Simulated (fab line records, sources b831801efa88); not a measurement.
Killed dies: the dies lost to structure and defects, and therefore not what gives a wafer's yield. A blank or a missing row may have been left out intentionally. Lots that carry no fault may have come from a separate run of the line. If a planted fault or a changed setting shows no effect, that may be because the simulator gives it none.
Comparing a struck lot with a sound one | flow sky130 | 43 out of 708 route steps
Sound: these wafers, L682.3, L682.4, L682.5. Wafers L695.1, L695.4, L695.6 were the ones struck. The cause is named last.
Each step with rows lists, per side, the tool, then ch with its chambers, then its first start. Under that, the readings that differ: sound wafers | struck wafers | difference of the means | sigmas: that difference in standard deviations of wafers without a fault.
alike: words and numbers the same on both sides, and readings whose means are apart by under 2 such deviations; not compared: readings that were withheld, readings missing a value for some wafer, numbers with overlapping values and no deviation given by the record, and bounds like >300 which may hide the same value.
The two part at a step that has a row with sigmas, a row that says differs or no value, or rows on one side only. Numbers that don't overlap but have no deviation are shown without sigmas and don't part them. A reading that every wafer of one side lacks parts them only if that side has two wafers or more.

SKY_POLY_GATE_THK_MEAS_01:
  sound on film-metro-01 at day 13 18:11; struck on film-metro-04 at day 18 16:16
  alike: POLY_GATE_CVD_00_THK
then, 8 steps without rows for these wafers: SKY_RES_PROTECT_DEHYDRATE_00 (time 60 s); SKY_RES_PROTECT_HMDS_01 (prime time 60 s); SKY_RES_PROTECT_COAT_02 (resist thk 1140 nm); SKY_RES_PROTECT_SOFTBAKE_03 (time 60 s); SKY_RES_PROTECT_EXPOSE_04 (exposes mask RPM, target cd 1270 nm); SKY_RES_PROTECT_PEB_05; SKY_RES_PROTECT_DEVELOP_06 (develop time 60 s); SKY_POLY_GATE_IMPLANT_02.
SKY_RES_PROTECT_STRIP_07: strips in O2/N2.
  sound on plasma-asher-04 ch 0,1, day 14 20:34; struck on plasma-asher-04 ch 0,1, day 19 22:49
  reading                      | sound             | struck            | difference | sigmas
  strip-time-to-endpoint-s (s) | 23.30 23.38 23.36 | 23.25 23.26 23.26 | -0.09      | -2
  alike: drypump-motor-current-A, oes-product-au
  not compared: rf-hours-counter-h
SKY_RES_PROTECT_TW_MEAS_08:
  sound on film-metro-04 at day 14 20:40; struck on film-metro-04 at day 19 22:55
  alike: POLY_GATE_TW
then, 1 step without rows for these wafers: SKY_RES_PROTECT_CLEAN_09 (cleans in SC1/SC2, time 150 s).
SKY_POLY_GATE_CVD_03: deposits Si3N4 from DCS/NH3, target thk 75 nm, time 1290 s.
  sound on lpcvd-02 ch 0, day 14 23:22; struck on lpcvd-02 ch 1, day 19 23:01
  alike: spike-tc-centre-C
SKY_POLY_GATE_THK_MEAS_04:
  sound on film-metro-04 at day 15 00:44; struck on film-metro-03 at day 20 00:23
  reading                   | sound          | struck         | difference | sigmas
  POLY_GATE_CVD_03_THK (nm) | 76.4 75.9 76.1 | 73.1 73.8 73.3 | -2.7       | -4
then, 8 steps without rows for these wafers: SKY_POLY_GATE_DEHYDRATE_05 (time 60 s); SKY_POLY_GATE_HMDS_06 (prime time 60 s); SKY_POLY_GATE_COAT_07 (resist thk 110 nm); SKY_POLY_GATE_COAT_08 (resist thk 450 nm); SKY_POLY_GATE_SOFTBAKE_09 (time 90 s); SKY_POLY_GATE_EXPOSE_10 (exposes mask P1M, target cd 150 nm); SKY_POLY_GATE_PEB_11; SKY_POLY_GATE_DEVELOP_12 (develop time 60 s).
SKY_POLY_GATE_CD_MEAS_13: the cd target is 150 nm.
  sound on cd-sem-01 at day 16 04:01; struck on cd-sem-02 at day 21 06:43
  alike: cd-nm
SKY_POLY_GATE_OVL_MEAS_14:
  sound on overlay-02 at day 16 04:07; struck on overlay-02 at day 21 06:50
  reading            | sound    | struck   | difference | sigmas
  POLY_GATE_OVL (nm) | -3 -5 -4 | 10 13 12 | +16        | +3
SKY_POLY_GATE_ETCH_15: etches BARC in N2/H2, stops on SiO2, time 118.5 s, target depth 110 nm.
  sound on rie-diel-01 ch 2,3, day 16 04:08; struck on rie-diel-04 ch 2,3, day 21 06:52
  alike: drypump-motor-current-A, oes-product-au, throttle-valve-pct
  not compared: rf-hours-counter-h
SKY_POLY_GATE_ETCH_16: etches Si3N4 in CH3F/O2, stops on poly-Si, time 147.5 s, target depth 75 nm.
  sound on rie-diel-01 ch 2,3, day 16 04:13; struck on rie-diel-04 ch 2,3, day 21 06:57
  reading               | sound             | struck            | difference | sigmas
  oes-product-au (a.u.) | 0.649 0.637 0.645 | 0.638 0.627 0.632 | -0.011     | -2
  alike: drypump-motor-current-A, throttle-valve-pct
  not compared: rf-hours-counter-h
SKY_POLY_GATE_ETCH_17: etches poly-Si in HBr/Cl2, stops on SiO2, target depth 180 nm, time 70.5 s.
  sound on rie-si-01 ch 0,1,2, day 16 04:19; struck on rie-si-02 ch 2,3, day 21 07:03
  alike: drypump-motor-current-A, oes-product-au, throttle-valve-pct
  not compared: rf-hours-counter-h
SKY_POLY_GATE_STRIP_18: strips in O2/N2.
  sound on plasma-asher-02 ch 0,1, day 16 04:24; struck on plasma-asher-01 ch 0,1, day 21 07:06
  reading                     | sound       | struck      | difference | sigmas
  drypump-motor-current-A (A) | 4.8 5.1 5.0 | 6.7 6.7 5.9 | +1.5       | +2
  alike: oes-product-au, strip-time-to-endpoint-s
  not compared: rf-hours-counter-h
then, 2 steps without rows for these wafers: SKY_POLY_GATE_CLEAN_19 (cleans in SC1/SC2, time 150 s); SKY_POLY_GATE_OXIDATION_20 (stabilise 600 s, purge 300 s, target thk 4 nm).
SKY_POLY_GATE_THK_MEAS_21:
  sound on film-metro-04 at day 16 07:22; struck on film-metro-01 at day 21 08:30
  alike: POLY_GATE_OXIDATION_THK
SKY_POLY_GATE_CD_MEAS_22:
  sound on cd-sem-02 at day 16 07:28; struck on cd-sem-02 at day 21 08:34
  alike: cd-nm
then, 7 steps without rows for these wafers: SKY_LDD_N_DEHYDRATE_00 (time 60 s); SKY_LDD_N_HMDS_01 (prime time 60 s); SKY_LDD_N_COAT_02 (resist thk 300 nm); SKY_LDD_N_SOFTBAKE_03 (time 60 s); SKY_LDD_N_EXPOSE_04 (exposes mask NTM, target cd 840 nm); SKY_LDD_N_PEB_05; SKY_LDD_N_DEVELOP_06 (develop time 60 s).
SKY_LDD_N_OVL_MEAS_07:
  sound on overlay-02 at day 17 11:35; struck on overlay-01 at day 22 15:22
  alike: LDD_N_OVL
then, 2 steps without rows for these wafers: SKY_LDD_N_IMPLANT_08; SKY_LDD_N_IMPLANT_09.
-- the record jumps here: 26 days lie between the struck wafers' starts before and after (it left off in module LDD_N and takes up again in module PAD_OPEN, whose first step shown is number 708 of the route) --
SKY_PAD_OPEN_PROBE_99:
  sound on prober-01 at day 45 18:27; struck on prober-02 at day 48 23:16
  reading             | sound    | struck      | difference | sigmas
  killed-at-front-end | 17 13 9  | 63 61 56    | +47        | +10
  killed-dies         | 92 65 75 | 113 112 131 | +41        | +4
  alike: killed_at_M0_to_M3, killed_at_M4_up, killed-at-contacts, killed-at-other, killed-open, killed-short

## WHERE THEY PART
First at SKY_RES_PROTECT_STRIP_07; last, within this record, at SKY_PAD_OPEN_PROBE_99.

WHY: the cause the simulator had injected
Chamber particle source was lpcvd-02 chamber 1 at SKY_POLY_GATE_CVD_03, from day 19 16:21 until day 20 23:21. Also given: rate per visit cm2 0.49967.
